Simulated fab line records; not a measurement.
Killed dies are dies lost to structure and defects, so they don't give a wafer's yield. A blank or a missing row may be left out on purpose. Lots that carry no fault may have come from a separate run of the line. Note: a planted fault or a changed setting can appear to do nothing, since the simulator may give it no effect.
fab line records	flow sky130
[record] lots = 11	wafers = 33	last_day = 50
route steps=708 shown NWELL@76 VT_ADJUST_HVTR@142 POLY_GATE@224 LDD_HVP@287 PAD_OPEN@708
lots that met no fault: taken from a fault-free run of the same line
start_h: hours from the record's first day to the start of the lot's first wafer shown	wait_h: hours since the lot's step before	" same as the row above	L1.1+2: a single row standing in for several wafers	- either no value or no given start	* or withheld: withheld	< > ~ a bound
route shown NAME@n: NAME is a module with steps in the file, n the number in the route of the first one	usual: mean and standard deviation over wafers with no fault	same: alike in all rows	chamber/n: place in a boat	sites: the reading at each site	_std_site: how widely they spread, as a standard deviation	_edge_site: inner sites' mean taken away from outer sites' mean	radius_mm: how far each site lies from the wafer's centre	mask NAME#n: copy n	behind: the last tool/chamber to shape the wafer	hold: the reason the lot was held/the length of the hold in hours/how it ended	device: names the non-switching transistor (n, p or np)	end of line: the route-end tests of the same wafers	step lacking rows: just its recipe	killed: the dies lost at the first sort to structure and to defects; this is not the yield of the wafer	map: a wafer's dies, marking killed ones x, the rest . and places with no die _
set.NAME: the setting that was run; set.NAME@STEP: the one run at that earlier step	model.NAME: the simulator's own value behind a step, which no gauge read
route steps across a sampled set of lots; one table per step, one row per wafer
services: a tool's chamber out of use, with start hour (start_h, from the record's first day; less than 0 if before it), hours out, and reason
[[steps]]
[step SKY_NWELL_OVL_MEAS_23]
[usual] NWELL_01_OVL = 0.1/1.2
lot.wafer	tool	chamber	start_h	wait_h	NWELL_01_OVL[nm]
L464.3	overlay-01	-	105.85	-	-2.6
L464.4	"	-	"	"	-0.7
L464.6	"	-	"	"	-0.5
L465.1	overlay-02	-	113.78	-	1.7
L465.2	"	-	"	"	-0.6
L465.4	"	-	"	"	-0.8
L466.3	overlay-01	-	122.35	-	-0.2
L466.4	"	-	"	"	0.0
L466.6	"	-	"	"	2.1
L468.2	overlay-02	-	126.93	-	-0.6
L468.5	"	-	"	"	0.3
L468.6	"	-	"	"	2.4
L474.1	overlay-02	-	164.29	-	0.7
L474.2	"	-	"	"	0.9
L474.6	"	-	"	"	-0.3
L475.2	overlay-01	-	169.09	-	-1.2
L475.3	"	-	"	"	-0.2
L475.5	"	-	"	"	-0.5
L480.1	overlay-02	-	198.28	-	-1.3
L480.3	"	-	"	"	0.6
L480.6	"	-	"	"	-0.5
L482.1	overlay-02	-	212.68	-	-0.6
L482.4	"	-	"	"	-0.1
L482.5	"	-	"	"	-1.1
L483.2	overlay-01	-	218.69	-	-2.6
L483.5	"	-	"	"	-1.6
L483.6	"	-	"	"	-2.0
L484.1	overlay-01	-	234.43	-	0.3
L484.2	"	-	"	"	-0.1
L484.6	"	-	"	"	2.2
L486.2	overlay-02	-	251.73	-	-1.0
L486.5	"	-	"	"	2.0
L486.6	"	-	"	"	0.1
[step SKY_VT_ADJUST_HVTR_TW_MEAS_11]
[usual] VT_ADJUST_HVTR_TW = 213.1/0.86
lot.wafer	tool	chamber	start_h	wait_h	VT_ADJUST_HVTR_TW
L464.3	film_metro-03	-	204.96	0.1	212.9
L464.4	"	-	"	"	213.0
L464.6	"	-	"	"	213.5
L465.1	film_metro-03	-	213.84	0.1	213.2
L465.2	"	-	"	"	213.4
L465.4	"	-	"	"	213.8
L466.3	film_metro-03	-	223.61	0.1	212.6
L466.4	"	-	"	"	213.4
L466.6	"	-	"	"	213.5
L468.2	film_metro-03	-	229.35	0.1	213.5
L468.5	"	-	"	"	213.4
L468.6	"	-	"	"	213.6
L474.1	film_metro-03	-	273.09	0.1	213.4
L474.2	"	-	"	"	213.4
L474.6	"	-	"	"	213.7
L475.2	film_metro-03	-	278.00	0.1	213.0
L475.3	"	-	"	"	212.6
L475.5	"	-	"	"	212.0
L480.1	film_metro-03	-	313.34	0.1	213.6
L480.3	"	-	"	"	212.4
L480.6	"	-	"	"	213.3
L482.1	film_metro-04	-	329.84	0.1	212.5
L482.4	"	-	"	"	213.5
L482.5	"	-	"	"	212.1
L483.2	film_metro-03	-	335.90	0.1	212.9
L483.5	"	-	"	"	213.0
L483.6	"	-	"	"	213.0
L484.1	film_metro-02	-	356.14	0.1	213.3
L484.2	"	-	"	"	213.4
L484.6	"	-	"	"	214.0
L486.2	film_metro-02	-	378.95	0.1	211.0
L486.5	"	-	"	"	213.4
L486.6	"	-	"	"	212.7
[step SKY_POLY_GATE_EXPOSE_10]
[recipe] mask_id = P1M	na = 0.68	source_shape = conventional	sigma_outer = 0.6	target_cd_nm = 150	dose_mj = 28
[usual] reticle_temp_C = 23.00/0.1
lot.wafer	tool	chamber	start_h	wait_h	mask	reticle_temp_C
L464.3	krf_scanner-02	0	364.30	-	P1M#0	23.00
L464.4	"	0	"	"	P1M#0	23.23
L464.6	"	0	"	"	P1M#0	23.22
L466.3	krf_scanner-01	0	376.30	-	P1M#0	23.12
L466.4	"	0	"	"	P1M#0	22.96
L466.6	"	0	"	"	P1M#0	22.92
L465.1	krf_scanner-01	0	380.90	-	P1M#0	23.08
L465.2	"	0	"	"	P1M#0	23.10
L465.4	"	0	"	"	P1M#0	23.17
L468.2	krf_scanner-02	0	381.16	-	P1M#0	22.87
L468.5	"	0	"	"	P1M#0	23.03
L468.6	"	0	"	"	P1M#0	22.77
L474.1	krf_scanner-02	0	436.49	-	P1M#0	23.00
L474.2	"	0	"	"	P1M#0	22.77
L474.6	"	0	"	"	P1M#0	22.98
L475.2	krf_scanner-02	0	444.21	-	P1M#0	23.19
L475.3	"	0	"	"	P1M#0	23.07
L475.5	"	0	"	"	P1M#0	23.23
L480.1	krf_scanner-01	0	487.91	-	P1M#0	23.03
L480.3	"	0	"	"	P1M#0	23.12
L480.6	"	0	"	"	P1M#0	23.02
L482.1	krf_scanner-01	0	507.91	-	P1M#0	23.05
L482.4	"	0	"	"	P1M#0	23.18
L482.5	"	0	"	"	P1M#0	22.97
L483.2	krf_scanner-01	0	512.40	-	P1M#0	22.84
L483.5	"	0	"	"	P1M#0	22.86
L483.6	"	0	"	"	P1M#0	22.99
L484.1	krf_scanner-02	0	534.31	-	P1M#0	23.05
L484.2	"	0	"	"	P1M#0	22.86
L484.6	"	0	"	"	P1M#0	23.03
L486.2	krf_scanner-01	0	555.70	-	P1M#0	22.86
L486.5	"	0	"	"	P1M#0	23.06
L486.6	"	0	"	"	P1M#0	22.77
[step SKY_POLY_GATE_CD_MEAS_13]
[recipe] target_cd_nm = 150
[usual] cd_nm = 150.0/1.3
lot.wafer	tool	chamber	start_h	wait_h	hold	cd_nm
L464.3	cd_sem-01	-	377.97	-	-	148.7
L464.4	"	-	"	"	-	148.3
L464.6	"	-	"	"	-	150.0
L466.3	cd_sem-02	-	390.93	-	-	150.4
L466.4	"	-	"	"	-	150.4
L466.6	"	-	"	"	-	152.1
L465.1	cd_sem-02	-	395.29	-	-	151.1
L465.2	"	-	"	"	-	151.1
L465.4	"	-	"	"	-	151.6
L468.2	cd_sem-01	-	395.60	-	-	151.7
L468.5	"	-	"	"	-	150.8
L468.6	"	-	"	"	-	151.0
L474.1	cd_sem-02	-	451.43	-	await_dispo/0.2h/release	149.7
L474.2	"	-	"	"	await_dispo/0.2h/release	148.9
L474.6	"	-	"	"	await_dispo/0.2h/release	98.8
L474.1	cd_sem-02	-	451.72	0.3	-	149.4
L474.2	"	-	"	"	-	148.6
L474.6	"	-	"	"	-	99.3
L475.2	cd_sem-01	-	459.61	-	await_dispo/0.2h/release	149.3
L475.3	"	-	"	"	await_dispo/0.2h/release	148.3
L475.5	"	-	"	"	await_dispo/0.2h/release	97.6
L475.2	cd_sem-01	-	459.89	0.3	-	148.9
L475.3	"	-	"	"	-	148.5
L475.5	"	-	"	"	-	98.2
L480.1	cd_sem-01	-	503.28	-	-	150.3
L480.3	"	-	"	"	-	151.4
L480.6	"	-	"	"	-	150.6
L482.1	cd_sem-01	-	522.19	-	-	149.8
L482.4	"	-	"	"	-	150.2
L482.5	"	-	"	"	-	150.2
L483.2	cd_sem-02	-	526.80	-	-	150.8
L483.5	"	-	"	"	-	152.1
L483.6	"	-	"	"	-	151.1
L484.1	cd_sem-01	-	548.63	-	-	147.9
L484.2	"	-	"	"	-	148.9
L484.6	"	-	"	"	-	149.1
L486.2	cd_sem-02	-	570.60	-	-	150.3
L486.5	"	-	"	"	-	148.4
L486.6	"	-	"	"	-	148.1
[step SKY_POLY_GATE_CD_MEAS_22]
[usual] cd_nm = 150.0/1.8
lot.wafer	tool	chamber	start_h	wait_h	hold	cd_nm
L464.3	cd_sem-02	-	380.68	0.1	-	146.9
L464.4	"	-	"	"	-	149.5
L464.6	"	-	"	"	-	149.1
L466.3	cd_sem-02	-	392.79	0.1	-	149.7
L466.4	"	-	"	"	-	149.2
L466.6	"	-	"	"	-	152.0
L465.1	cd_sem-02	-	398.34	0.1	-	153.2
L465.2	"	-	"	"	-	151.2
L465.4	"	-	"	"	-	154.1
L468.2	cd_sem-01	-	398.54	0.2	-	152.2
L468.5	"	-	"	"	-	151.1
L468.6	"	-	"	"	-	152.5
L474.1	cd_sem-02	-	455.79	0.1	await_dispo/0.2h/release	151.1
L474.2	"	-	"	"	await_dispo/0.2h/release	149.7
L474.6	"	-	"	"	await_dispo/0.2h/release	98.9
L474.1	cd_sem-02	-	456.25	0.4	-	151.0
L474.2	"	-	"	"	-	149.2
L474.6	"	-	"	"	-	98.8
L475.2	cd_sem-02	-	468.60	0.1	await_dispo/0.2h/release	148.9
L475.3	"	-	"	"	await_dispo/0.2h/release	148.4
L475.5	"	-	"	"	await_dispo/0.2h/release	99.2
L475.2	cd_sem-02	-	468.93	0.3	-	148.9
L475.3	"	-	"	"	-	148.6
L475.5	"	-	"	"	-	99.2
L480.1	cd_sem-01	-	505.13	0.1	-	149.5
L480.3	"	-	"	"	-	150.5
L480.6	"	-	"	"	-	149.0
L482.1	cd_sem-02	-	524.04	0.1	-	150.1
L482.4	"	-	"	"	-	148.4
L482.5	"	-	"	"	-	149.7
L483.2	cd_sem-01	-	529.10	0.1	-	152.1
L483.5	"	-	"	"	-	153.5
L483.6	"	-	"	"	-	151.9
L484.1	cd_sem-02	-	550.48	0.1	-	150.8
L484.2	"	-	"	"	-	150.5
L484.6	"	-	"	"	-	151.5
L486.2	cd_sem-01	-	572.46	0.1	-	149.9
L486.5	"	-	"	"	-	148.8
L486.6	"	-	"	"	-	147.4
[step SKY_LDD_HVP_STRIP_09]
[recipe] chemistry = O2/N2	power_w = 1400	pressure_mtorr = 1500	platen_temp_c = withheld	o2_flow_sccm = 3000	n2_flow_sccm = 300	overash_fraction = 0.5
[usual] drypump_motor_current_A = 5.7/0.39	o2_flow_sccm = 2999/9.2	oes_product_au = 0.408/0.0049	strip_time_to_endpoint_s = 4.130/0.014
lot.wafer	tool	chamber	start_h	wait_h	drypump_motor_current_A	o2_flow_sccm	oes_product_au	rf_hours_counter_h	strip_time_to_endpoint_s
L464.3	plasma_asher-02	0	503.80	0.1	5.3	2987	0.410	-	4.140
L464.4	"	1	"	"	6.1	2997	0.407	-	4.158
L464.6	"	1	"	"	6.1	3000	0.408	-	4.141
L466.3	plasma_asher-02	0	516.56	0.1	5.3	2994	0.405	-	4.121
L466.4	"	1	"	"	6.1	3012	0.409	-	4.139
L466.6	"	1	"	"	6.1	3013	0.404	-	4.136
L465.1	plasma_asher-03	0	520.97	0.1	6.2	2992	0.407	72	4.114
L465.2	"	1	"	"	5.2	2998	0.413	72	4.115
L465.4	"	0	"	"	6.2	2993	0.410	-	4.115
L468.2	plasma_asher-02	0	521.37	0.1	5.3	2987	0.398	40	4.140
L468.5	"	0	"	"	5.3	2996	0.408	-	4.134
L468.6	"	1	"	"	6.1	3016	0.407	-	4.142
L474.1	plasma_asher-03	1	575.42	0.1	5.1	2997	0.405	78	4.134
L474.2	"	0	"	"	6.2	3002	0.398	78	4.120
L474.6	"	0	"	"	6.2	3000	0.412	-	4.128
L475.2	plasma_asher-02	0	583.07	0.1	5.2	2995	0.409	47	4.135
L475.3	"	0	"	"	5.3	3018	0.411	-	4.123
L475.5	"	1	"	"	6.1	2993	0.403	-	4.124
L480.1	plasma_asher-02	0	625.57	0.1	5.2	3007	0.408	51	4.113
L480.3	"	0	"	"	5.3	3005	0.409	-	4.123
L480.6	"	1	"	"	6.1	3017	0.401	-	4.130
L482.1	plasma_asher-04	0	643.77	0.1	5.7	2997	0.417	19	4.130
L482.4	"	0	"	"	5.7	3010	0.408	-	4.145
L482.5	"	1	"	"	5.7	2981	0.403	-	4.102
L483.2	plasma_asher-04	0	646.72	0.1	5.7	3002	0.398	20	4.101
L483.5	"	1	"	"	5.7	2991	0.419	-	4.116
L483.6	"	0	"	"	5.7	3001	0.412	-	4.142
L484.1	plasma_asher-02	0	668.32	0.1	5.3	3006	0.407	56	4.114
L484.2	"	1	"	"	6.1	3008	0.404	56	4.145
L484.6	"	1	"	"	6.1	3003	0.403	-	4.124
L486.2	plasma_asher-03	1	688.37	0.1	5.1	2994	0.406	90	4.127
L486.5	"	0	"	"	6.2	3006	0.404	-	4.136
L486.6	"	1	"	"	5.2	2985	0.413	-	4.116
[step SKY_PAD_OPEN_PROBE_99]
[usual] killed_at_M0_to_M3 = 44/7.2	killed_at_M4_up = 3.1/1.7	killed_at_contacts = 25/5.1	killed_at_front_end = 14/4.6	killed_at_other = 0.3/0.59	killed_dies = 86/9.6	killed_on_rim = 17/4.1	killed_open = 47/7.4	killed_short = 39/6
[same] gross_dies = 492	killed_at_back_side = 0
lot.wafer	tool	chamber	start_h	wait_h	hold	killed_at_M0_to_M3	killed_at_M4_up	killed_at_contacts	killed_at_front_end	killed_at_other	killed_dies	killed_on_rim	killed_open	killed_short
L474.1	prober-02	-	1125.80	0.1	await_dispo/1.3h/release	44	2	32	8	2	88	19	48	40
L474.2	prober-02	-	1125.85	0.1	await_dispo/1.3h/release	53	5	22	13	0	93	14	47	46
L474.6	prober-02	-	1126.05	0.2	await_dispo/1.3h/release	46	1	24	421	0	492	96	52	45
L475.2	prober-01	-	1131.36	0.1	await_dispo/3.5h/release	46	2	25	14	1	88	12	56	32
L475.3	prober-01	-	1131.41	0.2	await_dispo/3.5h/release	42	1	22	13	1	79	16	46	33
L475.5	prober-01	-	1131.51	0.2	await_dispo/3.5h/release	49	3	23	417	0	492	96	47	40
L480.1	prober-02	-	1158.98	0.1	-	38	4	22	14	0	78	14	39	39
L480.3	prober-02	-	1159.08	0.2	-	53	4	29	12	1	99	19	47	52
L480.6	prober-02	-	1159.23	0.2	-	42	3	20	14	0	79	15	48	31
// killed by level:class
L474.1 CONTACT:geometric_particle:open=13 VIA3:geometric_particle:open=8 METAL1:geometric_particle:short=7 VIA1:geometric_particle:open=6 VIA2:geometric_particle:open=6 LOCAL_INTERCONNECT:geometric_particle:short=5 CONTACT:geometric_particle:short=5 VIA3:geometric_particle:short=5
L474.2 VIA1:geometric_particle:open=14 VIA1:geometric_particle:short=8 METAL2:geometric_particle:short=7 LI_CONTACT:geometric_particle:open=7 POLY_GATE:geometric_particle:open=5 VIA2:geometric_particle:open=5 CONTACT:geometric_particle:open=5 METAL1:geometric_particle:short=5
L474.6 POLY_GATE:area_expose=395 VIA1:geometric_particle:open=10 CONTACT:geometric_particle:short=9 FIELD_ISO:geometric_particle:open=7 METAL1:geometric_particle:short=6 POLY_GATE:geometric_particle:open=5 VIA3:geometric_particle:open=5 CONTACT:geometric_particle:open=5
L475.2 VIA1:geometric_particle:open=16 LI_CONTACT:geometric_particle:open=8 CONTACT:geometric_particle:open=7 LOCAL_INTERCONNECT:geometric_particle:short=7 VIA2:geometric_particle:open=6 POLY_GATE:geometric_particle:short=5 VIA2:geometric_particle:short=5 FIELD_ISO:geometric_particle:open=4
L475.3 VIA1:geometric_particle:open=13 CONTACT:geometric_particle:open=10 VIA2:geometric_particle:open=8 METAL1:geometric_particle:short=6 LOCAL_INTERCONNECT:geometric_particle:short=5 VIA1:geometric_particle:short=5 FIELD_ISO:geometric_particle:open=4 POLY_GATE:geometric_particle:short=4
L475.5 POLY_GATE:area_expose=405 VIA1:geometric_particle:open=14 VIA1:geometric_particle:short=7 CONTACT:geometric_particle:open=6 VIA2:geometric_particle:open=6 VIA3:geometric_particle:open=6 LI_CONTACT:geometric_particle:open=5 LOCAL_INTERCONNECT:geometric_particle:short=5
L480.1 VIA3:geometric_particle:open=10 VIA1:geometric_particle:open=7 LI_CONTACT:geometric_particle:open=6 CONTACT:geometric_particle:open=5 METAL1:geometric_particle:short=5 VIA1:geometric_particle:short=5 POLY_GATE:geometric_particle:short=4 METAL4:geometric_particle:short=4
L480.3 CONTACT:geometric_particle:open=13 METAL1:geometric_particle:short=12 LOCAL_INTERCONNECT:geometric_particle:short=7 VIA1:geometric_particle:open=7 METAL2:geometric_particle:short=7 VIA2:geometric_particle:short=6 LI_CONTACT:geometric_particle:open=5 METAL3:geometric_particle:short=5
L480.6 VIA1:geometric_particle:open=10 VIA2:geometric_particle:open=9 CONTACT:geometric_particle:open=8 VIA3:geometric_particle:open=7 METAL3:geometric_particle:short=5 LI_CONTACT:geometric_particle:open=5 FIELD_ISO:geometric_particle:open=4 POLY_GATE:geometric_particle:open=3
[[services]]
tool	chamber	start_h	hours	kind
krf_scanner-01	-	344.47	1.5	repair
krf_scanner-02	-	350.32	1.3	pm
krf_scanner-01	-	404.41	1.2	repair
plasma_asher-02	-	405.88	2.8	pm
krf_scanner-01	-	422.85	0.8	pm
krf_scanner-02	-	428.05	0.7	repair
krf_scanner-01	-	428.72	1.0	pm
krf_scanner-02	-	432.02	2.3	repair
krf_scanner-02	-	461.83	1.0	pm
krf_scanner-02	-	463.02	0.8	pm
krf_scanner-02	-	476.75	4.0	pm
krf_scanner-01	-	486.02	1.3	pm
krf_scanner-02	-	526.22	1.3	pm
krf_scanner-01	-	532.96	11.6	pm
krf_scanner-02	-	540.51	8.7	repair
krf_scanner-02	-	551.81	36.0	pm
krf_scanner-01	-	587.81	0.8	pm
krf_scanner-01	-	591.65	0.8	pm
krf_scanner-01	-	597.35	1.0	pm
krf_scanner-02	-	630.83	1.0	pm
krf_scanner-02	-	631.83	0.8	pm
krf_scanner-01	-	661.92	1.3	pm
krf_scanner-02	-	679.93	1.4	repair
plasma_asher-02	-	685.19	8.8	repair
[[key]]
[first_sign] step = SKY_POLY_GATE_CD_MEAS_13	reading = visit	direction = added
[effect] step = SKY_POLY_GATE_CD_MEAS_13	reading = cd_nm	direction = down	sigmas = 40	usual = 150.0	struck = 98.2
[effect] step = SKY_POLY_GATE_CD_MEAS_22	reading = visit	direction = added
[effect] step = SKY_POLY_GATE_CD_MEAS_22	reading = cd_nm	direction = down	sigmas = 28	usual = 150.0	struck = 99.0
[effect] step = SKY_PAD_OPEN_PROBE_99	reading = killed_at_front_end	direction = up	sigmas = 88	usual = 14	struck = 419
[more_kills_born_at] SKY_POLY_GATE_EXPOSE_10@krf_scanner-02 = 800
met_at SKY_POLY_GATE_EXPOSE_10
struck_lots L474,L475
struck_wafers L474.6,L475.5
later_rows_left_out L474.6,L475.5
tester_left_out L474,L475
not_acting_at SKY_NWELL_OVL_MEAS_23,SKY_VT_ADJUST_HVTR_TW_MEAS_11,SKY_LDD_HVP_STRIP_09
onset_between 381.16 436.49
[fault] kind = process_parameter_drift	tool = krf_scanner-02	chamber = -	onset_h = 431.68	steps = SKY_POLY_GATE_EXPOSE_10	channel = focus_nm	offset = 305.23	shape = step	end_h = 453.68	scope = struck_wafers_only
// tester_left_out: of these lots the tester's yield and bins aren't shown, on N5 and GAA mostly nor the transistor test; their killed dies are dies lost to structure and defects alone, not to doping, threshold or leakage, so they don't give the yield
// later_rows_left_out: the simulator's readings of these wafers behind a module that went badly wrong aren't trusted and aren't shown, but for the sort
